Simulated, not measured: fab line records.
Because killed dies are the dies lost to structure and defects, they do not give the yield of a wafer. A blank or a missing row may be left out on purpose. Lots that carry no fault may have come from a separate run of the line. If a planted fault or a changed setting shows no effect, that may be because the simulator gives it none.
fab line records	flow sky130
[record] lots = 12	wafers = 36	last_day = 51
route steps=708 shown METAL4@601 CAP2M@606 PAD_OPEN@708
lots with no fault: from the same line, run without faults
start_h: start of the lot's first displayed wafer, in hours after the record's first day	wait_h: hours from the lot's prior step to this one	" same as the row above	L1.1+2: one row covering several wafers at once	- value missing, or start not given	* or withheld: withheld	< > ~ a bound
route shown NAME@n: NAME is a module with steps in the file, n the number in the route of the first one	usual: mean and standard deviation over wafers with no fault	same: alike in all rows	chamber/n: place in a boat	sites: the reading at each site	_std_site: the values' standard deviation	_edge_site: outer sites' mean less inner sites'	radius_mm: how far each site lies from the wafer's centre	mask NAME#n: copy n	behind: the tool/chamber that last shaped the wafer	hold: cause of the lot's hold/its duration in hours/its outcome	device: which transistor (n, p or np) failed to switch	end of line: the same wafers' tests at the end of the route	step lacking rows: just its recipe	killed: dies lost to structure and defects at the first sort, not the wafer's yield	map: a wafer's dies, x killed, . not, _ none there
set.NAME: the setting the step ran with; set.NAME@STEP: the setting that earlier step ran with	model.NAME: the simulator's own value behind a step, which no gauge read
a sample of lots followed through the steps of the route, with each step as a table and each wafer as a row
services: when a tool's chamber went out of use (start_h, in hours from the record's first day, below 0 if earlier), for how many hours, and the reason
[[steps]]
[step SKY_METAL4_SPUTTER_03]
[recipe] material = Ti	target_thk_nm = 5	power_w = 3000	time_s = 3.3	chamber_pressure_pa = 0.4
[usual] throttle_valve_pct = 29.9/0.86
lot.wafer	tool	chamber	start_h	wait_h	throttle_valve_pct
L598.2	pvd_sputter-04	-	963.31	0.0	30.7
L598.4	"	-	"	"	30.4
L598.5	"	-	"	"	29.3
L601.1	pvd_sputter-03	-	987.26	0.0	30.4
L601.5	"	-	"	"	29.6
L601.6	"	-	"	"	30.1
L603.2	pvd_sputter-04	-	994.76	0.0	30.6
L603.5	"	-	"	"	30.3
L603.6	"	-	"	"	29.2
L604.2	pvd_sputter-03	-	995.81	0.0	29.9
L604.4	"	-	"	"	29.7
L604.5	"	-	"	"	30.8
L607.1	pvd_sputter-03	-	1020.96	0.0	30.9
L607.5	"	-	"	"	30.1
L607.6	"	-	"	"	30.9
L609.1	pvd_sputter-04	-	1039.94	0.0	28.8
L609.3	"	-	"	"	30.4
L609.4	"	-	"	"	29.1
L611.2	pvd_sputter-04	-	1049.47	0.0	28.6
L611.4	"	-	"	"	30.9
L611.5	"	-	"	"	28.4
L615.2	pvd_sputter-03	-	1071.58	0.0	30.8
L615.3	"	-	"	"	30.4
L615.6	"	-	"	"	29.8
L616.4	pvd_sputter-03	-	1073.65	0.0	30.7
L616.5	"	-	"	"	29.5
L616.6	"	-	"	"	29.8
L617.1	pvd_sputter-01	-	1087.29	0.0	28.8
L617.3	"	-	"	"	28.3
L617.4	"	-	"	"	31.1
L619.1	pvd_sputter-04	-	1103.12	0.0	30.7
L619.4	"	-	"	"	28.3
L619.5	"	-	"	"	28.5
L621.2	pvd_sputter-03	-	1111.26	0.0	29.6
L621.5	"	-	"	"	30.1
L621.6	"	-	"	"	30.8
[step SKY_CAP2M_RS_MEAS_03]
[recipe] thk_meas_gauge = four-point-probe	reads = TiN_of_CAP2M_SPUTTER_02
[usual] CAP2M_TIN_RS = 6.89/0.08
lot.wafer	tool	chamber	start_h	wait_h	CAP2M_TIN_RS[ohm/sq]
L598.2	film_metro-03	-	963.60	0.1	7.01
L598.4	"	-	"	"	7.00
L598.5	"	-	"	"	7.01
L601.1	film_metro-01	-	987.52	0.1	6.95
L601.5	"	-	"	"	6.97
L601.6	"	-	"	"	6.96
L603.2	film_metro-03	-	995.04	0.1	6.90
L603.5	"	-	"	"	6.83
L603.6	"	-	"	"	6.88
L604.2	film_metro-04	-	996.10	0.1	6.91
L604.4	"	-	"	"	6.91
L604.5	"	-	"	"	6.92
L607.1	film_metro-03	-	1021.22	0.1	6.96
L607.5	"	-	"	"	6.90
L607.6	"	-	"	"	6.88
L609.1	film_metro-01	-	1040.20	0.1	6.82
L609.3	"	-	"	"	6.86
L609.4	"	-	"	"	6.92
L611.2	film_metro-03	-	1049.74	0.1	7.05
L611.4	"	-	"	"	6.99
L611.5	"	-	"	"	7.07
L615.2	film_metro-03	-	1071.86	0.1	6.79
L615.3	"	-	"	"	6.77
L615.6	"	-	"	"	6.80
L616.4	film_metro-01	-	1073.97	0.1	6.77
L616.5	"	-	"	"	6.79
L616.6	"	-	"	"	6.80
L617.1	film_metro-03	-	1087.55	0.1	6.90
L617.3	"	-	"	"	6.91
L617.4	"	-	"	"	6.87
L619.1	film_metro-04	-	1103.37	0.1	6.88
L619.4	"	-	"	"	6.85
L619.5	"	-	"	"	6.90
L621.2	film_metro-04	-	1111.54	0.1	6.82
L621.5	"	-	"	"	6.87
L621.6	"	-	"	"	6.91
[step SKY_METAL4_EXPOSE_10]
[recipe] mask_id = MM4	na = 0.68	source_shape = annular	sigma_inner = 0.4	sigma_outer = 0.8	target_cd_nm = 300	dose_mj = 28
[usual] exposure_dose_mJ_cm2 = 27.897/0.025	focus_offset_nm = 0.1/0.55
lot.wafer	tool	chamber	start_h	wait_h	mask	exposure_dose_mJ_cm2	focus_offset_nm
L598.2	krf_scanner-01	0	999.86	-	MM4#0	27.910	-0.2
L598.4	"	0	"	"	MM4#0	27.922	0.1
L598.5	"	0	"	"	MM4#0	27.880	1.0
L601.1	krf_scanner-02	0	1024.03	-	MM4#0	27.849	-0.2
L601.5	"	0	"	"	MM4#0	27.916	-0.3
L601.6	"	0	"	"	MM4#0	27.912	0.3
L603.2	krf_scanner-02	0	1030.58	-	MM4#0	27.904	0.5
L603.5	"	0	"	"	MM4#0	27.879	1.0
L603.6	"	0	"	"	MM4#0	27.914	0.2
L604.2	krf_scanner-02	0	1032.16	-	MM4#0	27.881	0.7
L604.4	"	0	"	"	MM4#0	27.912	1.0
L604.5	"	0	"	"	MM4#0	27.874	0.1
L607.1	krf_scanner-02	0	1056.97	-	MM4#0	27.872	-0.1
L607.5	"	0	"	"	MM4#0	27.884	-0.4
L607.6	"	0	"	"	MM4#0	27.890	0.0
L609.1	krf_scanner-01	0	1073.96	-	MM4#0	27.887	0.2
L609.3	"	0	"	"	MM4#0	27.921	-0.3
L609.4	"	0	"	"	MM4#0	27.917	0.1
L611.2	krf_scanner-01	0	1084.40	-	MM4#0	27.927	-0.3
L611.4	"	0	"	"	MM4#0	27.897	-0.4
L611.5	"	0	"	"	MM4#0	27.906	-0.5
L615.2	krf_scanner-02	0	1106.49	-	MM4#0	27.489	0.4
L615.3	"	0	"	"	MM4#0	27.514	2.0
L615.6	"	0	"	"	MM4#0	27.494	0.9
L616.4	krf_scanner-01	0	1107.48	-	MM4#0	27.871	-0.2
L616.5	"	0	"	"	MM4#0	27.892	-0.3
L616.6	"	0	"	"	MM4#0	27.878	-0.6
L617.1	krf_scanner-02	0	1119.97	-	MM4#0	27.560	-0.5
L617.3	"	0	"	"	MM4#0	27.569	0.1
L617.4	"	0	"	"	MM4#0	27.548	0.8
L619.1	krf_scanner-01	0	1135.19	-	MM4#0	27.887	0.0
L619.4	"	0	"	"	MM4#0	27.884	0.5
L619.5	"	0	"	"	MM4#0	27.895	-1.5
L621.2	krf_scanner-02	0	1141.89	-	MM4#0	27.681	-0.1
L621.5	"	0	"	"	MM4#0	27.658	-0.2
L621.6	"	0	"	"	MM4#0	27.672	-0.2
[step SKY_METAL4_ETCH_17]
[recipe] target = SiO2	stop_on = TiN	chemistry = C4F8/O2/Ar	source_w = 1500	bias_w = 1200	pressure_mtorr = 40	c4f8_flow_sccm = withheld	O2_flow_sccm = 6	Ar_flow_sccm = 300	time_s = 3.9	target_depth_a = 150
[usual] oes_product_au = 0.754/0.0074
lot.wafer	tool	chamber	start_h	wait_h	oes_product_au	rf_hours_counter_h
L598.2	rie_diel-01	2	1012.98	0.1	0.752	7
L598.4	"	1	"	"	0.755	17
L598.5	"	2	"	"	0.756	-
L601.1	rie_diel-01	3	1037.01	0.1	0.729	2
L601.5	"	2	"	"	0.757	-
L601.6	"	0	"	"	0.754	-
L603.2	rie_diel-01	0	1042.54	0.1	0.752	19
L603.5	"	0	"	"	0.753	-
L603.6	"	3	"	"	0.762	-
L604.2	rie_diel-03	1	1044.42	0.1	0.745	17
L604.4	"	3	"	"	0.747	11
L604.5	"	0	"	"	0.752	-
L607.1	rie_diel-03	3	1068.34	0.1	0.754	11
L607.5	"	3	"	"	0.757	-
L607.6	"	2	"	"	0.748	-
L609.1	rie_diel-02	3	1085.80	0.1	0.752	16
L609.3	"	1	"	"	0.744	15
L609.4	"	0	"	"	0.770	4
L611.2	rie_diel-02	3	1094.54	0.1	0.746	16
L611.4	"	0	"	"	0.749	4
L611.5	"	0	"	"	0.749	-
L615.2	rie_diel-03	0	1115.65	0.1	0.755	15
L615.3	"	2	"	"	0.750	19
L615.6	"	1	"	"	0.767	-
L616.4	rie_diel-01	0	1117.15	0.0	0.765	22
L616.5	"	0	"	"	0.759	-
L616.6	"	1	"	"	0.765	-
L617.1	rie_diel-02	1	1131.58	0.1	0.747	16
L617.3	"	0	"	"	0.750	6
L617.4	"	3	"	"	0.748	17
L619.1	rie_diel-03	1	1145.07	0.2	0.745	20
L619.4	"	0	"	"	0.754	15
L619.5	"	1	"	"	0.757	-
L621.2	rie_diel-01	2	1152.54	0.1	0.771	12
L621.5	"	2	"	"	0.752	-
L621.6	"	1	"	"	0.772	-
[step SKY_PAD_OPEN_PROBE_99]
[usual] defect_limited_yield = 82.8/2	killed_at_M0_to_M3 = 43/6.8	killed_at_M4_up = 3.3/1.9	killed_at_contacts = 24/5.3	killed_at_front_end = 14/4.3	killed_at_other = 0.3/0.62	killed_dies = 85/9.8	killed_open = 46/8	killed_short = 39/5.9	sort_bin_3_pad_short = 0.8/0.39	sort_bin_5_function = 10.2/1.5	sort_bin_6_memory = 6.2/1.2	sort_n_pass = 407/9.8	sort_yield_pct = 82.8/2
[same] gross_dies = 492	killed_at_back_side = 0	sort_bin_4_leakage[%] = 0	sort_bin_8_speed[%] = 0
lot.wafer	tool	chamber	start_h	wait_h	defect_limited_yield[%]	killed_at_M0_to_M3	killed_at_M4_up	killed_at_contacts	killed_at_front_end	killed_at_other	killed_dies	killed_open	killed_short	sort_bin_3_pad_short[%]	sort_bin_5_function[%]	sort_bin_6_memory[%]	sort_n_pass	sort_yield_pct[%]
L601.1	prober-02	-	1128.88	0.1	77.0	53	3	35	22	0	113	65	48	1.2	13.8	7.9	379	77.0
L601.5	prober-02	-	1129.08	0.2	82.9	37	5	27	15	0	84	45	39	1.2	7.9	7.9	408	82.9
L601.6	prober-02	-	1129.13	0.2	81.9	51	1	23	14	0	89	51	38	0.4	11.8	5.9	403	81.9
L604.2	prober-01	-	1136.61	0.1	79.3	51	7	27	17	0	102	54	48	1.0	12.0	7.7	390	79.3
L604.4	prober-01	-	1136.71	0.2	84.3	43	3	18	13	0	77	46	31	0.4	9.6	5.7	415	84.3
L604.5	prober-01	-	1136.76	0.2	84.6	44	1	16	15	0	76	40	36	0.4	9.6	5.5	416	84.6
L607.1	prober-02	-	1156.43	0.1	78.7	50	1	35	18	1	105	59	46	1.0	13.0	7.3	387	78.7
L607.5	prober-02	-	1156.63	0.2	81.5	47	1	26	17	0	91	41	50	0.4	10.8	7.3	401	81.5
L607.6	prober-02	-	1156.68	0.2	82.7	36	1	23	25	0	85	44	41	1.0	9.1	7.1	407	82.7
L609.1	prober-02	-	1172.55	0.1	83.3	41	3	20	18	0	82	43	39	0.6	9.3	6.7	410	83.3
L609.3	prober-02	-	1172.65	0.2	83.5	33	2	26	18	2	81	41	40	0.4	9.8	6.3	411	83.5
L609.4	prober-02	-	1172.70	0.2	81.7	40	2	25	21	2	90	50	40	0.6	11.8	5.9	402	81.7
L611.2	prober-02	-	1181.77	0.1	80.5	52	2	33	6	3	96	53	43	0.8	12.4	6.3	396	80.5
L611.4	prober-02	-	1181.87	0.2	84.3	41	2	22	12	0	77	43	34	1.6	8.5	5.5	415	84.3
L611.5	prober-02	-	1181.92	0.2	83.1	46	1	22	12	2	83	47	36	1.2	11.4	4.3	409	83.1
L615.2	prober-02	-	1198.16	0.1	85.0	38	4	18	14	0	74	41	33	0.8	8.7	5.5	418	85.0
L615.3	prober-02	-	1198.21	0.2	83.5	38	4	25	14	0	81	37	44	1.0	9.1	6.3	411	83.5
L615.6	prober-02	-	1198.36	0.2	84.6	47	2	25	2	0	76	43	33	1.0	10.0	4.5	416	84.6
// killed by level:class
L601.1 VIA1:geometric_particle:open=15 CONTACT:geometric_particle:open=14 VIA3:geometric_particle:open=10 METAL1:geometric_particle:short=10 LI_CONTACT:geometric_particle:open=8 VIA2:geometric_particle:open=7 CONTACT:geometric_particle:short=6 METAL2:geometric_particle:short=6
L601.5 CONTACT:geometric_particle:open=12 VIA1:geometric_particle:open=10 LOCAL_INTERCONNECT:geometric_particle:short=8 VIA2:geometric_particle:open=7 FIELD_ISO:geometric_particle:open=5 METAL1:geometric_particle:short=5 FIELD_ISO:geometric_particle:short=4 CONTACT:geometric_particle:short=4
L601.6 CONTACT:geometric_particle:open=11 VIA2:geometric_particle:open=9 VIA3:geometric_particle:open=7 VIA1:geometric_particle:open=6 VIA1:geometric_particle:short=6 CONTACT:geometric_particle:short=6 METAL3:geometric_particle:short=6 METAL1:geometric_particle:short=6
L604.2 VIA1:geometric_particle:open=13 CONTACT:geometric_particle:open=10 CONTACT:geometric_particle:short=7 METAL2:geometric_particle:short=7 METAL3:geometric_particle:short=6 VIA3:geometric_particle:open=6 METAL4:geometric_particle:short=6 METAL1:geometric_particle:short=5
L604.4 VIA1:geometric_particle:open=13 VIA3:geometric_particle:open=6 LI_CONTACT:geometric_particle:open=5 VIA1:geometric_particle:short=5 METAL2:geometric_particle:short=5 VIA2:geometric_particle:open=5 FIELD_ISO:geometric_particle:short=4 CONTACT:geometric_particle:short=4
L604.5 METAL2:geometric_particle:short=8 VIA1:geometric_particle:open=8 CONTACT:geometric_particle:open=7 METAL1:geometric_particle:short=5 LI_CONTACT:geometric_particle:open=4 VIA2:geometric_particle:open=4 VIA3:geometric_particle:open=4 FIELD_ISO:geometric_particle:short=3
L607.1 CONTACT:geometric_particle:open=14 VIA1:geometric_particle:short=9 VIA2:geometric_particle:open=9 VIA1:geometric_particle:open=8 LI_CONTACT:geometric_particle:open=7 FIELD_ISO:geometric_particle:open=5 METAL1:geometric_particle:short=5 CONTACT:geometric_particle:short=5
L607.5 CONTACT:geometric_particle:open=11 POLY_GATE:geometric_particle:short=8 METAL1:geometric_particle:short=8 VIA1:geometric_particle:short=7 LI_CONTACT:geometric_particle:open=6 VIA2:geometric_particle:short=5 VIA2:geometric_particle:open=5 VIA3:geometric_particle:short=5
L607.6 VIA1:geometric_particle:open=10 CONTACT:geometric_particle:open=9 POLY_GATE:geometric_particle:open=7 CONTACT:geometric_particle:short=7 POLY_GATE:geometric_particle:short=6 METAL2:geometric_particle:short=5 METAL1:geometric_particle:short=5 VIA2:geometric_particle:open=5
L609.1 VIA1:geometric_particle:open=11 LI_CONTACT:geometric_particle:open=8 CONTACT:geometric_particle:open=6 VIA2:geometric_particle:open=5 METAL2:geometric_particle:short=5 VIA3:geometric_particle:open=5 FIELD_ISO:geometric_particle:short=4 POLY_GATE:geometric_particle:short=4
L609.3 CONTACT:geometric_particle:open=11 VIA1:geometric_particle:open=9 FIELD_ISO:geometric_particle:short=8 POLY_GATE:geometric_particle:short=4 LOCAL_INTERCONNECT:geometric_particle:short=4 CONTACT:geometric_particle:short=4 METAL2:geometric_particle:short=4 VIA3:geometric_particle:open=4
L609.4 VIA1:geometric_particle:open=12 CONTACT:geometric_particle:open=10 POLY_GATE:geometric_particle:short=7 VIA2:geometric_particle:open=6 POLY_GATE:geometric_particle:open=5 LOCAL_INTERCONNECT:geometric_particle:short=5 CONTACT:geometric_particle:short=5 METAL2:geometric_particle:short=4
L611.2 CONTACT:geometric_particle:open=13 VIA3:geometric_particle:open=12 LI_CONTACT:geometric_particle:open=9 METAL2:geometric_particle:short=7 VIA2:geometric_particle:open=6 VIA1:geometric_particle:open=5 METAL3:geometric_particle:short=5 LOCAL_INTERCONNECT:geometric_particle:short=4
L611.4 VIA1:geometric_particle:open=13 CONTACT:geometric_particle:open=8 POLY_GATE:geometric_particle:open=6 METAL2:geometric_particle:short=5 VIA3:geometric_particle:open=5 LI_CONTACT:geometric_particle:open=4 LOCAL_INTERCONNECT:geometric_particle:short=4 CONTACT:geometric_particle:short=4
L611.5 VIA1:geometric_particle:open=12 CONTACT:geometric_particle:open=11 VIA3:geometric_particle:open=8 METAL2:geometric_particle:short=7 VIA3:geometric_particle:short=6 FIELD_ISO:geometric_particle:open=5 CONTACT:geometric_particle:short=5 POLY_GATE:geometric_particle:short=4
L615.2 VIA1:geometric_particle:open=16 CONTACT:geometric_particle:open=5 FIELD_ISO:geometric_particle:open=4 POLY_GATE:geometric_particle:open=4 CONTACT:geometric_particle:short=4 METAL1:geometric_particle:short=4 METAL2:geometric_particle:short=4 POLY_GATE:geometric_particle:short=3
L615.3 VIA2:geometric_particle:open=9 CONTACT:geometric_particle:short=8 METAL3:geometric_particle:short=7 LI_CONTACT:geometric_particle:open=6 LI_CONTACT:geometric_particle:short=5 VIA1:geometric_particle:open=5 VIA3:geometric_particle:open=5 FIELD_ISO:geometric_particle:short=4
L615.6 CONTACT:geometric_particle:open=12 VIA1:geometric_particle:open=10 METAL2:geometric_particle:short=9 VIA2:geometric_particle:open=8 VIA3:geometric_particle:short=6 VIA3:geometric_particle:open=5 CONTACT:geometric_particle:short=4 LI_CONTACT:geometric_particle:open=3
[[services]]
tool	chamber	start_h	hours	kind
krf_scanner-01	-	971.18	1.0	pm
krf_scanner-01	-	973.49	0.8	pm
pvd_sputter-03	-	991.61	0.9	repair
krf_scanner-02	-	1003.30	3.6	pm
krf_scanner-02	-	1012.64	1.3	pm
rie_diel-01	1	1020.60	18.3	repair
rie_diel-01	2	1023.12	3.8	repair
krf_scanner-01	-	1027.31	1.3	pm
krf_scanner-01	-	1036.36	6.1	repair
pvd_sputter-03	-	1041.60	7.9	repair
krf_scanner-02	-	1047.57	0.8	pm
krf_scanner-01	-	1050.64	0.6	repair
rie_diel-01	1	1063.39	18.1	repair
krf_scanner-02	-	1069.84	1.0	pm
krf_scanner-02	-	1073.35	4.4	pm
krf_scanner-02	-	1079.35	5.4	repair
rie_diel-01	2	1085.65	4.3	repair
rie_diel-01	1	1088.68	1.8	repair
krf_scanner-01	-	1101.56	2.7	repair
rie_diel-01	-	1136.05	10.0	pm
krf_scanner-01	-	1140.18	1.0	pm
krf_scanner-01	-	1142.29	0.8	pm
krf_scanner-02	-	1145.50	1.5	repair
krf_scanner-01	-	1151.46	0.9	repair
[[key]]
[first_sign] step = SKY_METAL4_EXPOSE_10	reading = exposure_dose_mJ_cm2	direction = down	sigmas = 13	usual = *	struck = *
effect none on later readings
met_at SKY_METAL4_EXPOSE_10
struck_lots L615,L617,L621
[loop_trim] step = SKY_METAL4_EXPOSE_10	setting = dose	lots = L617,L621
not_acting_at SKY_METAL4_SPUTTER_03,SKY_CAP2M_RS_MEAS_03,SKY_METAL4_ETCH_17
onset_between 1056.97 1106.49
[fault] kind = process_parameter_drift	tool = krf_scanner-02	chamber = -	onset_h = 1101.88	steps = SKY_METAL4_EXPOSE_10	channel = dose_mj	offset = -0.42511	shape = step	acts_in = these_recipes_only	stated = 28
// loop_trim: a control loop set the setting to another value than it would have without faults
